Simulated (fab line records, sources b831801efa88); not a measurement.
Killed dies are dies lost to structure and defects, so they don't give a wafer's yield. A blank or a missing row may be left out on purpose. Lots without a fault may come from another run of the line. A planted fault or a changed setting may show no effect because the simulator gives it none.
fab line records | flow gf180mcu
record lots=14 wafers=42 last_day=34
route steps=602 shown STI@13 VT_IMPLANT@131 HV_LDD@184
lots that met no fault: from a run of the same line without faults
start_h: hours from the record's first day to the start of the lot's first wafer shown | wait_h: hours since the lot's step before | " the same as in the row above | L1.1+2: a row that stands for several wafers | - no value, or no start given | * or withheld: withheld | < > ~ a bound
route shown NAME@n: a module of which the file shows steps, and the number in the route of the first | usual: mean/standard deviation of fault-free wafers | same: alike in all rows | chamber/n: place in a boat | sites: the reading at each site | _std_site: their standard deviation | _edge_site: outer sites' mean less inner sites' | radius_mm: how far each site lies from the wafer's centre | mask NAME#n: copy n | behind: the tool/chamber that last shaped the wafer | hold: why the lot was held/for how many hours/how that ended | device: the transistor (n, p or np) that didn't switch | end of line: the same wafers' tests at the end of the route | a step without rows: its recipe alone | killed: dies lost to structure and defects at the first sort, not the wafer's yield | map: a wafer's dies, x killed, . not, _ none there
set.NAME: the setting as run; set.NAME@STEP: as run at that earlier step | model.NAME: the simulator's own value behind a step, which no gauge read
steps of the route over a sample of lots; a table a step, a row a wafer
services: from which hour (start_h, from the record's first day; less than 0 if before it) a tool's chamber was out of use, for how many hours, and why
## steps
# step GF_STI_CD_MEAS_12
# recipe target_cd_nm=220
# usual cd_nm=220.1/1.1
# columns lot.wafer tool chamber start_h wait_h cd_nm
L683.1 cd_sem-02 - 25.30 0.1 220.3
L683.3 " - " " 218.5
L683.6 " - " " 219.3
L684.1 cd_sem-01 - 30.37 0.1 220.8
L684.4 " - " " 221.4
L684.6 " - " " 221.1
L685.1 cd_sem-01 - 35.25 0.1 219.5
L685.3 " - " " 221.7
L685.6 " - " " 220.4
L687.1 cd_sem-02 - 45.05 0.1 218.3
L687.5 " - " " 218.7
L687.6 " - " " 219.1
L688.4 cd_sem-01 - 50.89 0.1 219.5
L688.5 " - " " 218.4
L688.6 " - " " 219.6
L689.1 cd_sem-02 - 56.98 0.1 219.5
L689.5 " - " " 217.8
L689.6 " - " " 219.8
L690.3 cd_sem-02 - 60.99 0.1 220.3
L690.4 " - " " 219.7
L690.5 " - " " 218.6
L691.2 cd_sem-02 - 66.87 0.1 219.7
L691.3 " - " " 220.9
L691.4 " - " " 221.3
L692.1 cd_sem-02 - 76.33 0.1 220.8
L692.3 " - " " 220.0
L692.4 " - " " 219.7
L693.2 cd_sem-01 - 80.44 0.1 220.8
L693.4 " - " " 220.6
L693.5 " - " " 221.3
L695.1 cd_sem-01 - 87.75 0.1 220.2
L695.4 " - " " 221.2
L695.6 " - " " 220.5
L697.1 cd_sem-01 - 98.28 0.1 220.8
L697.2 " - " " 219.9
L697.4 " - " " 220.1
L698.4 cd_sem-01 - 104.43 0.1 220.3
L698.5 " - " " 219.9
L698.6 " - " " 220.2
L705.2 cd_sem-01 - 137.97 0.1 218.0
L705.4 " - " " 218.0
L705.6 " - " " 218.5
# step GF_VT_IMPLANT_IMPLANT_41
# recipe species=As energy_kev=70 dose_cm2=1.013e+12 tilt_deg=7
# usual faraday_current_uA=5.71/0.12 tilt_deg=6.997/0.018
# columns lot.wafer tool chamber start_h wait_h faraday_current_uA tilt_deg
L683.1 implanter-02 0 157.54 0.0 5.71 6.972
L683.3 " 0 " " 5.80 6.963
L683.6 " 0 " " 5.69 6.986
L684.1 implanter-03 0 163.29 0.0 5.65 7.006
L684.4 " 0 " " 5.73 6.988
L684.6 " 0 " " 5.84 6.985
L685.1 implanter-04 0 168.59 0.0 5.67 7.032
L685.3 " 0 " " 5.77 7.009
L685.6 " 0 " " 5.93 7.014
L687.1 implanter-04 0 181.05 0.0 5.47 7.009
L687.5 " 0 " " 5.70 7.007
L687.6 " 0 " " 5.78 7.014
L688.4 implanter-02 0 188.11 0.1 5.74 7.027
L688.5 " 0 " " 5.54 7.011
L688.6 " 0 " " 5.58 7.014
L689.1 implanter-04 0 196.51 0.0 5.61 6.981
L689.5 " 0 " " 5.57 6.991
L689.6 " 0 " " 5.66 6.983
L690.3 implanter-04 0 202.54 0.1 5.61 6.980
L690.4 " 0 " " 5.70 6.977
L690.5 " 0 " " 5.37 6.973
L691.2 implanter-03 0 210.08 0.0 5.81 6.997
L691.3 " 0 " " 5.69 7.004
L691.4 " 0 " " 5.78 7.016
L692.1 implanter-03 0 220.94 0.0 5.79 6.985
L692.3 " 0 " " 5.68 6.955
L692.4 " 0 " " 5.76 6.986
L693.2 implanter-02 0 234.01 0.0 5.69 7.009
L693.4 " 0 " " 5.70 6.978
L693.5 " 0 " " 5.77 7.001
L695.1 implanter-03 0 242.04 0.0 5.53 -0.006
L695.4 " 0 " " 5.78 -0.003
L695.6 " 0 " " 5.77 -0.004
L697.1 implanter-03 0 252.01 0.0 5.93 -0.005
L697.2 " 0 " " 5.65 -0.031
L697.4 " 0 " " 5.79 -0.036
L698.4 implanter-04 0 260.18 0.1 5.83 6.995
L698.5 " 0 " " 5.78 6.982
L698.6 " 0 " " 5.40 7.016
L705.2 implanter-02 0 302.23 0.0 5.76 7.011
L705.4 " 0 " " 5.85 6.977
L705.6 " 0 " " 5.71 7.014
# step GF_VT_IMPLANT_TW_MEAS_43
# usual VT_IMPLANT_4_TW=694/5.9
# columns lot.wafer tool chamber start_h wait_h hold VT_IMPLANT_4_TW
L683.1 film_metro-03 - 157.79 0.1 - 688
L683.3 " - " " - 688
L683.6 " - " " - 690
L684.1 film_metro-03 - 163.54 0.1 - 692
L684.4 " - " " - 690
L684.6 " - " " - 691
L685.1 film_metro-04 - 168.84 0.1 - 685
L685.3 " - " " - 687
L685.6 " - " " - 690
L687.1 film_metro-01 - 181.30 0.1 - 698
L687.5 " - " " - 700
L687.6 " - " " - 702
L688.4 film_metro-01 - 188.32 0.1 - 694
L688.5 " - " " - 696
L688.6 " - " " - 698
L689.1 film_metro-04 - 196.76 0.1 - 687
L689.5 " - " " - 689
L689.6 " - " " - 685
L690.3 film_metro-04 - 202.76 0.1 - 691
L690.4 " - " " - 690
L690.5 " - " " - 689
L691.2 film_metro-04 - 210.31 0.1 - 687
L691.3 " - " " - 688
L691.4 " - " " - 689
L692.1 film_metro-04 - 221.19 0.1 - 684
L692.3 " - " " - 683
L692.4 " - " " - 689
L693.2 film_metro-03 - 234.25 0.1 - 695
L693.4 " - " " - 692
L693.5 " - " " - 692
L695.1 film_metro-01 - 242.29 0.1 await_dispo/0.2h/release 625
L695.4 " - " " await_dispo/0.2h/release 624
L695.6 " - " " await_dispo/0.2h/release 626
L695.1 film_metro-01 - 242.57 0.3 - 626
L695.4 " - " " - 627
L695.6 " - " " - 628
L697.1 film_metro-03 - 252.26 0.1 await_dispo/0.2h/release 618
L697.2 " - " " await_dispo/0.2h/release 621
L697.4 " - " " await_dispo/0.2h/release 619
L697.1 film_metro-03 - 252.48 0.2 - 617
L697.2 " - " " - 620
L697.4 " - " " - 621
L698.4 film_metro-04 - 260.39 0.1 - 683
L698.5 " - " " - 687
L698.6 " - " " - 687
L705.2 film_metro-03 - 302.46 0.1 - 696
L705.4 " - " " - 696
L705.6 " - " " - 695
# step GF_HV_LDD_OVL_MEAS_08
# usual HV_LDD_OVL=-0.6/1.4
# columns lot.wafer tool chamber start_h wait_h HV_LDD_OVL[nm]
L683.1 overlay-01 - 217.49 0.1 -3.0
L683.3 " - " " -2.8
L683.6 " - " " -2.8
L684.1 overlay-01 - 222.20 0.1 1.4
L684.4 " - " " 1.3
L684.6 " - " " 2.0
L685.1 overlay-01 - 229.15 0.1 1.2
L685.3 " - " " -0.7
L685.6 " - " " -0.2
L687.1 overlay-01 - 241.85 0.1 1.0
L687.5 " - " " 0.2
L687.6 " - " " 0.8
L688.4 overlay-01 - 249.91 0.1 3.0
L688.5 " - " " -0.9
L688.6 " - " " 1.8
L689.1 overlay-01 - 260.49 0.1 0.5
L689.5 " - " " -0.1
L689.6 " - " " -0.7
L690.3 overlay-01 - 266.66 0.1 -0.5
L690.4 " - " " 0.6
L690.5 " - " " 2.0
L691.2 overlay-02 - 273.54 0.1 -3.7
L691.3 " - " " -2.4
L691.4 " - " " -1.3
L692.1 overlay-02 - 291.69 0.1 -1.5
L692.3 " - " " -1.2
L692.4 " - " " -1.9
L693.2 overlay-01 - 300.00 0.1 -1.6
L693.4 " - " " -0.5
L693.5 " - " " -0.4
L695.1 overlay-02 - 311.79 0.1 -0.7
L695.4 " - " " 0.8
L695.6 " - " " -1.2
L697.1 overlay-02 - 320.29 0.1 0.9
L697.2 " - " " 0.2
L697.4 " - " " -1.9
L698.4 overlay-01 - 330.56 0.1 0.1
L698.5 " - " " -1.4
L698.6 " - " " -0.3
L705.2 overlay-01 - 376.15 0.1 -0.5
L705.4 " - " " 2.2
L705.6 " - " " -0.5
# step GF_HV_LDD_OVL_MEAS_47
# usual HV_LDD_03_OVL=-1.2/1.3
# columns lot.wafer tool chamber start_h wait_h HV_LDD_03_OVL[nm]
L683.1 overlay-01 - 274.99 0.1 -0.5
L683.3 " - " " 0.6
L683.6 " - " " -1.9
L684.1 overlay-01 - 279.03 0.1 -2.0
L684.4 " - " " -1.7
L684.6 " - " " -0.7
L685.1 overlay-02 - 286.69 0.1 -0.3
L685.3 " - " " 0.2
L685.6 " - " " -0.8
L687.1 overlay-02 - 300.63 0.1 -0.5
L687.5 " - " " -1.5
L687.6 " - " " -0.6
L688.4 overlay-02 - 308.61 0.1 -0.4
L688.5 " - " " -2.0
L688.6 " - " " -1.8
L689.1 overlay-01 - 320.29 0.1 0.3
L689.5 " - " " -0.6
L689.6 " - " " 0.2
L690.3 overlay-01 - 330.20 0.1 -2.8
L690.4 " - " " -1.9
L690.5 " - " " -2.5
L691.2 overlay-02 - 336.30 0.1 -3.5
L691.3 " - " " -1.1
L691.4 " - " " -1.2
L692.1 overlay-02 - 355.63 0.1 -0.3
L692.3 " - " " 1.2
L692.4 " - " " 1.6
L693.2 overlay-01 - 364.65 0.1 -1.6
L693.4 " - " " -2.1
L693.5 " - " " -3.9
L695.1 overlay-01 - 375.63 0.1 -1.7
L695.4 " - " " -0.3
L695.6 " - " " -1.2
L697.1 overlay-01 - 386.59 0.1 -2.0
L697.2 " - " " -0.6
L697.4 " - " " -1.3
L698.4 overlay-01 - 398.25 0.1 -2.4
L698.5 " - " " 0.3
L698.6 " - " " -1.1
L705.2 overlay-02 - 448.14 0.1 -3.1
L705.4 " - " " -1.1
L705.6 " - " " -1.4
## services
# columns tool chamber start_h hours kind
implanter-03 - 168.22 4.6 repair
implanter-02 - 168.68 1.9 repair
implanter-04 - 169.30 2.8 repair
implanter-02 - 191.54 3.2 repair
implanter-04 - 224.64 6.2 repair
implanter-04 - 242.69 0.6 repair
implanter-02 - 259.16 1.4 repair
## key
first_sign step=GF_VT_IMPLANT_IMPLANT_41 reading=tilt_deg direction=down sigmas=99+ usual=6.997 struck=-0.014
effect step=GF_VT_IMPLANT_TW_MEAS_43 reading=visit direction=added
effect step=GF_VT_IMPLANT_TW_MEAS_43 reading=VT_IMPLANT_4_TW direction=down sigmas=12 usual=694 struck=622
met_at GF_VT_IMPLANT_IMPLANT_41
struck_lots L695,L697
tester_left_out L695,L697
not_acting_at GF_STI_CD_MEAS_12,GF_HV_LDD_OVL_MEAS_08,GF_HV_LDD_OVL_MEAS_47
onset_between 220.94 242.04
fault kind=process_parameter_drift tool=implanter-03 chamber=- onset_h=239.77 steps=GF_VT_IMPLANT_IMPLANT_41 channel=tilt_deg offset=-7 shape=step end_h=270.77 acts_in=these_recipes_only stated=7
# tester_left_out: of these lots the tester's yield and bins aren't shown, on N5 and GAA mostly nor the transistor test; their killed dies are dies lost to structure and defects alone, not to doping, threshold or leakage, so they don't give the yield
